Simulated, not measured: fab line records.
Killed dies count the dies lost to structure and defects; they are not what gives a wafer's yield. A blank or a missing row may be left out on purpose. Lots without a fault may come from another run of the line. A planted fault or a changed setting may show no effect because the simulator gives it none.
fab line records	flow gf180mcu
record lots=24	wafers=72	last-day=34
route steps=602 shown HV_LDD@228 CONTACT@302 V3@451 V4@501 MIM@513 V5@554
lots untouched by any fault: they come from a run of this same line in which no faults occurred
start-h: hours from the record's opening day to when the first of the lot's shown wafers began	wait-h: how many hours have passed since the lot's step before this one	" repeats the value in the row above	L1.1+2: one row covering several wafers at once	- no value, or no start given	* or withheld: withheld	< > ~ a bound
route shown NAME@n: names a module that has steps shown in the file, with the first one's number in the route	usual: mean and standard deviation over wafers with no fault	same: alike in all rows	chamber/n: place in a boat	sites: readings site by site	_std_site: standard deviation across them	_edge_site: outer sites' mean less inner sites'	radius-mm: how far each site lies from the wafer's centre	mask NAME#n: copy n	behind: tool/chamber where the wafer was last shaped	hold: the reason the lot was held/the length of the hold in hours/how it ended	device: which transistor (n, p or np) failed to switch	end of line: the route-end tests of the same wafers	a step without rows: its recipe alone	killed: at the first sort, the dies lost to defects and structure; wafer yield is something else	map: the dies of a wafer, with x for killed, . for not killed, _ for no die there
set.NAME: the setting as run; set.NAME@STEP: as run at that earlier step	model.NAME: the simulator's own value behind a step, which no gauge read
a sample of lots followed through the steps of the route, with each step as a table and each wafer as a row
services: when a tool's chamber went out of use (start-h, in hours from the record's first day, below 0 if earlier), for how many hours, and the reason
## steps
# step GF_HV_LDD_RTA_52
# recipe temp-c=1000	time-s=10	ambient=N2
# usual lamp-power-pct=32.6/1.7	wafer_temp_C_max=1003.1/0.74
lot.wafer	tool	chamber	start-h	wait-h	lamp-power-pct	wafer_temp_C_max
L074.2	rtp-anneal-02	0	283.62	0.0	34.0	1003.2
L074.3	"	0	"	"	34.0	1002.9
L074.5	"	0	"	"	34.0	1003.3
L075.1	rtp-anneal-02	0	288.71	0.0	34.0	1002.6
L075.2	"	0	"	"	34.0	1003.3
L075.3	"	0	"	"	34.0	1004.6
L076.2	rtp-anneal-02	0	298.50	0.0	34.0	1002.7
L076.5	"	0	"	"	34.0	1003.3
L076.6	"	0	"	"	34.1	1002.1
L077.1	rtp-anneal-02	0	308.89	0.0	34.0	1003.1
L077.4	"	0	"	"	34.1	1003.1
L077.5	"	0	"	"	34.0	1002.7
L078.2	rtp-anneal-02	0	313.77	0.0	34.0	1002.2
L078.4	"	0	"	"	34.0	1002.6
L078.6	"	0	"	"	34.1	1002.1
L079.1	rtp-anneal-02	0	317.46	0.0	34.1	1003.5
L079.3	"	0	"	"	34.0	1002.5
L079.4	"	0	"	"	34.0	1003.2
L081.1	rtp-anneal-01	0	338.21	0.0	30.6	1004.3
L081.2	"	0	"	"	30.7	1003.7
L081.6	"	0	"	"	30.6	1004.8
L080.2	rtp-anneal-01	0	338.55	0.0	30.6	1004.3
L080.3	"	0	"	"	30.6	1003.4
L080.4	"	0	"	"	30.6	1003.4
L082.1	rtp-anneal-02	0	344.61	0.0	34.0	1002.4
L082.3	"	0	"	"	34.1	1002.8
L082.4	"	0	"	"	34.0	1002.6
L083.1	rtp-anneal-01	0	347.56	0.0	30.6	1003.1
L083.4	"	0	"	"	30.6	1002.5
L083.5	"	0	"	"	30.6	1003.1
L084.1	rtp-anneal-02	0	368.46	0.0	34.0	1003.8
L084.3	"	0	"	"	34.1	1003.6
L084.4	"	0	"	"	34.0	1002.9
L085.2	rtp-anneal-01	0	370.25	0.0	30.6	1003.6
L085.5	"	0	"	"	30.6	1002.8
L085.6	"	0	"	"	30.6	1002.6
L086.1	rtp-anneal-02	0	378.49	0.0	34.0	1004.4
L086.3	"	0	"	"	34.0	1002.0
L086.5	"	0	"	"	34.0	1003.5
L087.1	rtp-anneal-02	0	388.09	0.0	34.0	1003.3
L087.3	"	0	"	"	34.0	1003.1
L087.4	"	0	"	"	34.0	1004.7
L088.1	rtp-anneal-02	0	395.71	0.0	34.0	1003.5
L088.3	"	0	"	"	34.0	1002.6
L088.6	"	0	"	"	34.0	1003.8
L089.1	rtp-anneal-01	0	401.36	0.0	30.6	1004.6
L089.3	"	0	"	"	30.6	1004.0
L089.6	"	0	"	"	30.6	1003.2
L090.3	rtp-anneal-01	0	409.18	0.0	30.5	1004.1
L090.4	"	0	"	"	30.6	1003.3
L090.5	"	0	"	"	30.5	1002.1
L091.3	rtp-anneal-02	0	418.81	0.0	34.0	1002.8
L091.4	"	0	"	"	34.0	1001.8
L091.6	"	0	"	"	34.0	1002.6
L092.3	rtp-anneal-01	0	429.63	0.0	30.6	1003.0
L092.5	"	0	"	"	30.6	1004.4
L092.6	"	0	"	"	30.6	1003.0
L093.2	rtp-anneal-01	0	431.62	0.0	30.6	1002.9
L093.5	"	0	"	"	30.6	1003.8
L093.6	"	0	"	"	30.6	1002.6
L094.1	rtp-anneal-01	0	439.64	0.0	30.6	1003.3
L094.4	"	0	"	"	30.6	1003.6
L094.5	"	0	"	"	30.6	1002.1
L095.4	rtp-anneal-02	0	447.24	0.0	34.0	1002.9
L095.5	"	0	"	"	34.0	1002.2
L095.6	"	0	"	"	34.0	1003.0
L096.1	rtp-anneal-02	0	456.81	0.0	34.0	1002.6
L096.3	"	0	"	"	34.1	1001.8
L096.6	"	0	"	"	34.0	1003.1
L097.1	rtp-anneal-01	0	459.06	0.0	30.6	1003.0
L097.2	"	0	"	"	30.6	1003.5
L097.3	"	0	"	"	30.6	1003.1
# step GF_CONTACT_OVL_MEAS_15
# usual CONTACT_OVL=-4/5.1
lot.wafer	tool	chamber	start-h	wait-h	CONTACT_OVL[nm]
L074.2	overlay-01	-	373.62	0.1	-9
L074.3	"	-	"	"	-5
L074.5	"	-	"	"	-7
L075.1	overlay-02	-	378.76	0.1	3
L075.2	"	-	"	"	1
L075.3	"	-	"	"	-6
L076.2	overlay-02	-	389.57	0.1	-13
L076.5	"	-	"	"	-10
L076.6	"	-	"	"	-5
L077.1	overlay-01	-	403.76	0.1	-4
L077.4	"	-	"	"	2
L077.5	"	-	"	"	-4
L078.2	overlay-02	-	408.51	0.1	-4
L078.4	"	-	"	"	-7
L078.6	"	-	"	"	2
L079.1	overlay-02	-	412.21	0.1	-13
L079.3	"	-	"	"	-6
L079.4	"	-	"	"	1
L081.1	overlay-01	-	435.91	0.1	-9
L081.2	"	-	"	"	-5
L081.6	"	-	"	"	-7
L080.2	overlay-01	-	436.26	0.1	0
L080.3	"	-	"	"	-4
L080.4	"	-	"	"	-8
L082.1	overlay-01	-	442.51	0.1	-8
L082.3	"	-	"	"	2
L082.4	"	-	"	"	-5
L083.1	overlay-01	-	447.56	0.1	5
L083.4	"	-	"	"	7
L083.5	"	-	"	"	2
L084.1	overlay-01	-	471.19	0.1	-2
L084.3	"	-	"	"	-1
L084.4	"	-	"	"	7
L085.2	overlay-01	-	473.31	0.1	-6
L085.5	"	-	"	"	-11
L085.6	"	-	"	"	-6
L086.1	overlay-01	-	481.01	0.1	4
L086.3	"	-	"	"	-4
L086.5	"	-	"	"	2
L087.1	overlay-01	-	490.66	0.1	-11
L087.3	"	-	"	"	-1
L087.4	"	-	"	"	-9
L088.1	overlay-02	-	497.96	0.1	-5
L088.3	"	-	"	"	-2
L088.6	"	-	"	"	-7
L089.1	overlay-01	-	503.96	0.1	-8
L089.3	"	-	"	"	-10
L089.6	"	-	"	"	-3
L090.3	overlay-01	-	511.62	0.1	-1
L090.4	"	-	"	"	-8
L090.5	"	-	"	"	-4
L091.3	overlay-01	-	520.70	0.1	9
L091.4	"	-	"	"	6
L091.6	"	-	"	"	10
L092.3	overlay-01	-	533.05	0.1	-6
L092.5	"	-	"	"	-13
L092.6	"	-	"	"	-5
L093.2	overlay-01	-	535.50	0.1	-4
L093.5	"	-	"	"	-5
L093.6	"	-	"	"	4
L094.1	overlay-02	-	541.06	0.1	-9
L094.4	"	-	"	"	-3
L094.5	"	-	"	"	-8
L095.4	overlay-02	-	548.77	0.1	6
L095.5	"	-	"	"	-6
L095.6	"	-	"	"	-8
L096.1	overlay-01	-	554.99	0.1	-1
L096.3	"	-	"	"	-5
L096.6	"	-	"	"	-4
L097.1	overlay-01	-	558.01	0.1	-8
L097.2	"	-	"	"	-6
L097.3	"	-	"	"	0
# step GF_V3_SPUTTER_22
# recipe material=TiN	target-thk-nm=10	chamber-pressure-pa=5	power-w=4000	time-s=40
# usual throttle-valve-pct=30.1/1.3
lot.wafer	tool	chamber	start-h	wait-h	throttle-valve-pct
L074.2	pvd-sputter-02	-	529.02	0.0	29.4
L074.3	"	-	"	"	28.5
L074.5	"	-	"	"	28.5
L075.1	pvd-sputter-04	-	533.68	0.0	30.3
L075.2	"	-	"	"	33.3
L075.3	"	-	"	"	29.9
L076.2	pvd-sputter-04	-	543.82	0.0	29.8
L076.5	"	-	"	"	33.1
L076.6	"	-	"	"	30.1
L077.1	pvd-sputter-01	-	555.36	0.0	31.0
L077.4	"	-	"	"	30.7
L077.5	"	-	"	"	30.7
L078.2	pvd-sputter-01	-	560.61	0.0	31.2
L078.4	"	-	"	"	30.4
L078.6	"	-	"	"	30.6
L079.1	pvd-sputter-02	-	577.36	0.0	28.6
L079.3	"	-	"	"	28.5
L079.4	"	-	"	"	30.1
L081.1	pvd-sputter-01	-	584.55	0.0	30.8
L081.2	"	-	"	"	30.6
L081.6	"	-	"	"	30.4
L080.2	pvd-sputter-04	-	585.32	0.0	30.2
L080.3	"	-	"	"	29.7
L080.4	"	-	"	"	33.4
L082.1	pvd-sputter-04	-	591.16	0.0	30.0
L082.3	"	-	"	"	33.4
L082.4	"	-	"	"	30.3
L083.1	pvd-sputter-04	-	595.70	0.0	30.1
L083.4	"	-	"	"	29.7
L083.5	"	-	"	"	33.1
L085.2	pvd-sputter-02	-	623.60	0.0	29.5
L085.5	"	-	"	"	30.0
L085.6	"	-	"	"	28.5
L084.1	pvd-sputter-01	-	623.80	0.0	29.7
L084.3	"	-	"	"	30.4
L084.4	"	-	"	"	30.6
L086.1	pvd-sputter-01	-	626.76	0.0	31.0
L086.3	"	-	"	"	30.8
L086.5	"	-	"	"	30.4
L087.1	pvd-sputter-02	-	631.90	0.0	29.6
L087.3	"	-	"	"	28.3
L087.4	"	-	"	"	28.6
L088.1	pvd-sputter-01	-	638.65	0.0	30.9
L088.3	"	-	"	"	30.2
L088.6	"	-	"	"	29.7
L089.1	pvd-sputter-02	-	644.80	0.0	28.7
L089.3	"	-	"	"	29.6
L089.6	"	-	"	"	28.6
L090.3	pvd-sputter-01	-	650.90	0.0	30.7
L090.4	"	-	"	"	29.8
L090.5	"	-	"	"	30.4
L091.3	pvd-sputter-04	-	666.95	0.0	29.0
L091.4	"	-	"	"	29.1
L091.6	"	-	"	"	30.3
L092.3	pvd-sputter-02	-	670.70	0.0	28.6
L092.5	"	-	"	"	29.6
L092.6	"	-	"	"	28.6
L093.2	pvd-sputter-02	-	671.56	0.0	29.7
L093.5	"	-	"	"	29.4
L093.6	"	-	"	"	28.3
L094.1	pvd-sputter-01	-	676.64	0.0	30.2
L094.4	"	-	"	"	29.8
L094.5	"	-	"	"	30.9
L095.4	pvd-sputter-04	-	683.69	0.0	33.4
L095.5	"	-	"	"	29.1
L095.6	"	-	"	"	29.6
L096.1	pvd-sputter-02	-	690.80	0.0	28.5
L096.3	"	-	"	"	30.0
L096.6	"	-	"	"	29.6
L097.1	pvd-sputter-04	-	692.13	0.0	29.3
L097.2	"	-	"	"	30.4
L097.3	"	-	"	"	33.3
# step GF_V4_THK_MEAS_25
# recipe thk-meas-gauge=xrf	reads=W_of_V4_CVD_23
# usual V4_W_THK=361/8.7
lot.wafer	tool	chamber	start-h	wait-h	V4_W_THK[nm]
L074.2	film-metro-01	-	580.08	0.1	363
L074.3	"	-	"	"	371
L074.5	"	-	"	"	361
L075.1	film-metro-01	-	581.57	0.1	369
L075.2	"	-	"	"	374
L075.3	"	-	"	"	366
L076.2	film-metro-04	-	589.43	0.1	360
L076.5	"	-	"	"	358
L076.6	"	-	"	"	353
L077.1	film-metro-01	-	603.68	0.1	360
L077.4	"	-	"	"	355
L077.5	"	-	"	"	361
L078.2	film-metro-01	-	607.33	0.1	374
L078.4	"	-	"	"	372
L078.6	"	-	"	"	365
L079.1	film-metro-04	-	622.09	0.1	351
L079.3	"	-	"	"	350
L079.4	"	-	"	"	358
L081.1	film-metro-04	-	629.52	0.1	358
L081.2	"	-	"	"	354
L081.6	"	-	"	"	352
L080.2	film-metro-04	-	631.06	0.1	352
L080.3	"	-	"	"	358
L080.4	"	-	"	"	352
L082.1	film-metro-04	-	636.19	0.1	353
L082.3	"	-	"	"	358
L082.4	"	-	"	"	362
L083.1	film-metro-01	-	640.09	0.1	363
L083.4	"	-	"	"	374
L083.5	"	-	"	"	373
L085.2	film-metro-01	-	666.45	0.1	371
L085.5	"	-	"	"	378
L085.6	"	-	"	"	372
L084.1	film-metro-01	-	668.29	0.1	364
L084.3	"	-	"	"	379
L084.4	"	-	"	"	370
L086.1	film-metro-01	-	670.32	0.1	374
L086.3	"	-	"	"	381
L086.5	"	-	"	"	379
L087.1	film-metro-04	-	675.24	0.1	364
L087.3	"	-	"	"	364
L087.4	"	-	"	"	359
L088.1	film-metro-04	-	681.60	0.1	351
L088.3	"	-	"	"	352
L088.6	"	-	"	"	359
L089.1	film-metro-04	-	687.10	0.1	353
L089.3	"	-	"	"	353
L089.6	"	-	"	"	354
L090.3	film-metro-02	-	693.70	0.1	367
L090.4	"	-	"	"	358
L090.5	"	-	"	"	366
L091.3	film-metro-04	-	709.04	0.1	348
L091.4	"	-	"	"	352
L091.6	"	-	"	"	349
L092.3	film-metro-04	-	712.79	0.1	354
L092.5	"	-	"	"	353
L092.6	"	-	"	"	350
L093.2	film-metro-04	-	713.40	0.1	355
L093.5	"	-	"	"	353
L093.6	"	-	"	"	354
L094.1	film-metro-04	-	718.61	0.1	348
L094.4	"	-	"	"	350
L094.5	"	-	"	"	351
L095.4	film-metro-02	-	724.42	0.1	361
L095.5	"	-	"	"	355
L095.6	"	-	"	"	357
L096.1	film-metro-01	-	731.52	0.1	372
L096.3	"	-	"	"	373
L096.6	"	-	"	"	369
L097.1	film-metro-04	-	732.24	0.1	361
L097.2	"	-	"	"	361
L097.3	"	-	"	"	360
# step GF_MIM_RS_MEAS_10
# recipe thk-meas-gauge=four-point-probe	reads=TiN_of_MIM_SPUTTER_09+AlCu_of_MIM_SPUTTER_08+TiN_of_MIM_SPUTTER_07
# usual MIM_ALCU_RS=0.1607/0.0018
lot.wafer	tool	chamber	start-h	wait-h	MIM_ALCU_RS[ohm/sq]
L074.2	film-metro-01	-	582.00	0.0	0.1606
L074.3	"	-	"	"	0.1588
L074.5	"	-	"	"	0.1588
L075.1	film-metro-04	-	582.60	0.0	0.1576
L075.2	"	-	"	"	0.1582
L075.3	"	-	"	"	0.1595
L076.2	film-metro-04	-	590.21	0.0	0.1607
L076.5	"	-	"	"	0.1600
L076.6	"	-	"	"	0.1610
L077.1	film-metro-04	-	604.45	0.0	0.1574
L077.4	"	-	"	"	0.1583
L077.5	"	-	"	"	0.1602
L078.2	film-metro-01	-	608.12	0.0	0.1615
L078.4	"	-	"	"	0.1636
L078.6	"	-	"	"	0.1630
L079.1	film-metro-04	-	622.86	0.0	0.1610
L079.3	"	-	"	"	0.1633
L079.4	"	-	"	"	0.1606
L081.1	film-metro-04	-	630.29	0.0	0.1605
L081.2	"	-	"	"	0.1618
L081.6	"	-	"	"	0.1614
L080.2	film-metro-04	-	631.84	0.0	0.1622
L080.3	"	-	"	"	0.1591
L080.4	"	-	"	"	0.1589
L082.1	film-metro-03	-	636.96	0.0	0.1594
L082.3	"	-	"	"	0.1592
L082.4	"	-	"	"	0.1595
L083.1	film-metro-01	-	640.86	0.0	0.1630
L083.4	"	-	"	"	0.1629
L083.5	"	-	"	"	0.1636
L085.2	film-metro-04	-	667.23	0.0	0.1634
L085.5	"	-	"	"	0.1619
L085.6	"	-	"	"	0.1635
L084.1	film-metro-03	-	669.07	0.0	0.1593
L084.3	"	-	"	"	0.1626
L084.4	"	-	"	"	0.1613
L086.1	film-metro-03	-	671.09	0.0	0.1570
L086.3	"	-	"	"	0.1599
L086.5	"	-	"	"	0.1570
L087.1	film-metro-01	-	676.01	0.0	0.1622
L087.3	"	-	"	"	0.1633
L087.4	"	-	"	"	0.1621
L088.1	film-metro-03	-	682.37	0.0	0.1605
L088.3	"	-	"	"	0.1643
L088.6	"	-	"	"	0.1612
L089.1	film-metro-04	-	687.87	0.0	0.1642
L089.3	"	-	"	"	0.1629
L089.6	"	-	"	"	0.1622
L090.3	film-metro-04	-	694.50	0.1	0.1599
L090.4	"	-	"	"	0.1615
L090.5	"	-	"	"	0.1599
L091.3	film-metro-01	-	709.83	0.1	0.1606
L091.4	"	-	"	"	0.1613
L091.6	"	-	"	"	0.1609
L092.3	film-metro-04	-	713.64	0.1	0.1600
L092.5	"	-	"	"	0.1610
L092.6	"	-	"	"	0.1607
L093.2	film-metro-04	-	714.18	0.0	0.1633
L093.5	"	-	"	"	0.1611
L093.6	"	-	"	"	0.1587
L094.1	film-metro-04	-	719.62	0.0	0.1591
L094.4	"	-	"	"	0.1617
L094.5	"	-	"	"	0.1589
L095.4	film-metro-04	-	725.22	0.1	0.1603
L095.5	"	-	"	"	0.1609
L095.6	"	-	"	"	0.1600
L096.1	film-metro-04	-	732.31	0.0	0.1599
L096.3	"	-	"	"	0.1605
L096.6	"	-	"	"	0.1630
L097.1	film-metro-01	-	733.01	0.0	0.1628
L097.2	"	-	"	"	0.1622
L097.3	"	-	"	"	0.1601
# step GF_V5_CD_MEAS_14
# recipe target-cd-nm=260
# usual cd-nm=259.9/1.1
lot.wafer	tool	chamber	start-h	wait-h	cd-nm
L074.2	cd-sem-02	-	645.91	0.2	261.6
L074.3	"	-	"	"	260.7
L074.5	"	-	"	"	260.5
L075.1	cd-sem-02	-	646.84	0.2	260.3
L075.2	"	-	"	"	260.1
L075.3	"	-	"	"	259.2
L076.2	cd-sem-02	-	655.10	0.1	260.4
L076.5	"	-	"	"	260.5
L076.6	"	-	"	"	261.8
L077.1	cd-sem-01	-	666.79	0.1	258.5
L077.4	"	-	"	"	258.7
L077.5	"	-	"	"	258.7
L078.2	cd-sem-01	-	672.10	0.1	259.3
L078.4	"	-	"	"	260.2
L078.6	"	-	"	"	259.4
L079.1	cd-sem-02	-	684.89	0.1	260.2
L079.3	"	-	"	"	261.2
L079.4	"	-	"	"	260.8
L081.1	cd-sem-01	-	691.79	0.1	260.8
L081.2	"	-	"	"	260.8
L081.6	"	-	"	"	261.7
L080.2	cd-sem-01	-	692.90	0.1	261.7
L080.3	"	-	"	"	260.5
L080.4	"	-	"	"	260.4
L082.1	cd-sem-01	-	698.48	0.1	260.3
L082.3	"	-	"	"	259.5
L082.4	"	-	"	"	259.9
L083.1	cd-sem-01	-	701.58	0.1	260.2
L083.4	"	-	"	"	260.1
L083.5	"	-	"	"	260.2
L085.2	cd-sem-01	-	725.86	0.1	261.2
L085.5	"	-	"	"	261.2
L085.6	"	-	"	"	261.7
L084.1	cd-sem-01	-	726.73	0.1	260.0
L084.3	"	-	"	"	260.2
L084.4	"	-	"	"	259.3
L086.1	cd-sem-02	-	729.83	0.1	258.6
L086.3	"	-	"	"	257.7
L086.5	"	-	"	"	257.2
L087.1	cd-sem-02	-	733.88	0.1	257.2
L087.3	"	-	"	"	259.9
L087.4	"	-	"	"	258.2
L088.1	cd-sem-02	-	738.83	0.1	259.7
L088.3	"	-	"	"	259.5
L088.6	"	-	"	"	260.2
L089.1	cd-sem-02	-	744.48	0.1	260.9
L089.3	"	-	"	"	262.9
L089.6	"	-	"	"	261.1
L090.3	cd-sem-02	-	750.17	0.1	260.1
L090.4	"	-	"	"	260.2
L090.5	"	-	"	"	260.4
L091.3	cd-sem-02	-	764.62	0.1	258.4
L091.4	"	-	"	"	257.7
L091.6	"	-	"	"	258.2
L092.3	cd-sem-02	-	768.57	0.1	261.3
L092.5	"	-	"	"	260.5
L092.6	"	-	"	"	261.7
L093.2	cd-sem-02	-	769.35	0.1	258.2
L093.5	"	-	"	"	257.5
L093.6	"	-	"	"	257.9
L094.1	cd-sem-02	-	773.05	0.1	259.2
L094.4	"	-	"	"	259.9
L094.5	"	-	"	"	259.8
L095.4	cd-sem-02	-	777.99	0.1	259.8
L095.5	"	-	"	"	260.0
L095.6	"	-	"	"	259.7
L096.1	cd-sem-02	-	784.23	0.1	259.0
L096.3	"	-	"	"	260.2
L096.6	"	-	"	"	260.7
L097.1	cd-sem-02	-	784.98	0.1	260.2
L097.2	"	-	"	"	260.8
L097.3	"	-	"	"	260.0
## services
tool	chamber	start-h	hours	kind
pvd-sputter-01	1	298.12	-	consumable-replace:kit
pvd-sputter-01	1	298.12	18.0	scheduled-down
pvd-sputter-01	1	298.12	18.0	vent-cycle
pvd-sputter-04	0	316.10	-	consumable-replace:kit
pvd-sputter-04	0	316.10	18.0	scheduled-down
pvd-sputter-04	0	316.10	18.0	vent-cycle
pvd-sputter-02	1	375.12	-	consumable-replace:kit
pvd-sputter-02	1	375.12	18.0	scheduled-down
pvd-sputter-02	1	375.12	18.0	vent-cycle
pvd-sputter-04	-	477.70	3.3	repair
pvd-sputter-01	0	499.37	-	consumable-replace:kit
pvd-sputter-01	0	499.37	18.0	scheduled-down
pvd-sputter-01	0	499.37	18.0	vent-cycle
pvd-sputter-01	-	557.31	3.1	repair
pvd-sputter-02	-	581.57	7.5	repair
pvd-sputter-01	-	588.58	15.1	repair
rtp-anneal-02	-	614.89	65.7	pm
pvd-sputter-01	3	644.88	-	consumable-replace:kit
pvd-sputter-01	3	644.88	18.0	scheduled-down
pvd-sputter-01	3	644.88	18.0	vent-cycle
pvd-sputter-02	-	652.98	1.2	repair
pvd-sputter-04	3	653.75	-	consumable-replace:kit
pvd-sputter-04	3	653.75	18.0	scheduled-down
pvd-sputter-04	3	653.75	18.0	vent-cycle
## key
fault none
